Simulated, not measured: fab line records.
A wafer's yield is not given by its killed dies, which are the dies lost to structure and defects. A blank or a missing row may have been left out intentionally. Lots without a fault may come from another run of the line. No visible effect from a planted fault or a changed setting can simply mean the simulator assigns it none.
Code-filled problem report in 8D (eight disciplines) form	flow gf180mcu	the parts of the form that need people (team, actions taken, sign-off) are left out

1. WHAT WENT WRONG
Mean of developer-temp-C at GF_V3_DEVELOP_13: 18.90 C across 6 wafers in 2 lots; on wafers with no fault it is 20.97 C (standard deviation 0.087). That is -24 standard deviations from the usual mean.
The step: develop time 60 s.
First observed at day 26 11:52: wafer L694.2, on litho-track-01. The record has a number at this step for 42 wafers belonging to 14 lots. Rule for "out", or "out of limits": more than 4 standard deviations from the usual mean. All remaining wafers that have a number are taken as sound.

2. WHAT IT IS, AND WHAT IT ISN'T
question	is	is not
which readings at this step	developer-temp-C	-
which lots	L694, L695	L682, L683, L685, L686, L687, L689, L690, L691, L692, L696, L702, L704
which wafers of those lots	all that have a number	-
read on which tools	litho-track-01	litho-track-03, litho-track-04
when	from day 26 11:52	up to then (27 sound wafers); but 9 sound wafers of L696, L702, L704 came after

3. WHAT RULES OUT EACH SUSPECT
Counting: a tool stays on the suspect list if, at a process step up to the reading, it processed all lots that are out and no sound lot following the first of them.
- pvd-sputter-03 at GF_M3_SPUTTER_00 (material Ti, target thk 37.5 nm, time 150 s): kept. Every lot that is out went through it, starting with L694 (day 24 15:22), and after that it ran no sound lot; the last sound lot it ran before then is L691 (day 23 21:23).
- litho-track-01 at GF_V3_DEVELOP_13 (develop time 60 s): kept. Every lot that is out went through it, starting with L694 (day 26 11:52), and after that it ran no sound lot; the last sound lot it ran before then is L692 (day 25 18:50). Its own readings are out on those wafers: developer-temp-C.
After counting, pvd-sputter-03 at GF_M3_SPUTTER_00 and litho-track-01 at GF_V3_DEVELOP_13 remain.

4. THE CAUSE (what the simulator had put in)
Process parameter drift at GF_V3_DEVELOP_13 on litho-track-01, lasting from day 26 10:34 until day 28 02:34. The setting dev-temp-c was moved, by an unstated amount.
After counting, 2 suspects remain, this tool included.

5. THE CHAIN OF EFFECTS, in route order
One row per reading whose mean, taken over the struck wafers that have a number, lies over 3 standard deviations from the usual. Readings are gone through only where the record gives a usual standard deviation; hours: the median, over the lots, of the time from a lot's start at the first step in this table giving one to that lot's start at this step; sigmas: the change measured in usual standard deviations.
hours	step	reading	usual	on struck wafers	change	sigmas
0	GF_V3_DEVELOP_13	developer-temp-C	20.97 C	18.90	-2.07	-24
Process steps it contains:
- GF_V3_DEVELOP_13: develop time 60 s.
Later measuring or inspecting steps at which every struck wafer that the step has a row for has a number for every such reading, and none has moved that far: GF_V3_RS_MEAS_24.

6. HOW IT WOULD HAVE BEEN CAUGHT EARLIER
In this record the first reading out of limits was taken at day 26 11:52, 1 hour after the fault began at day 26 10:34.
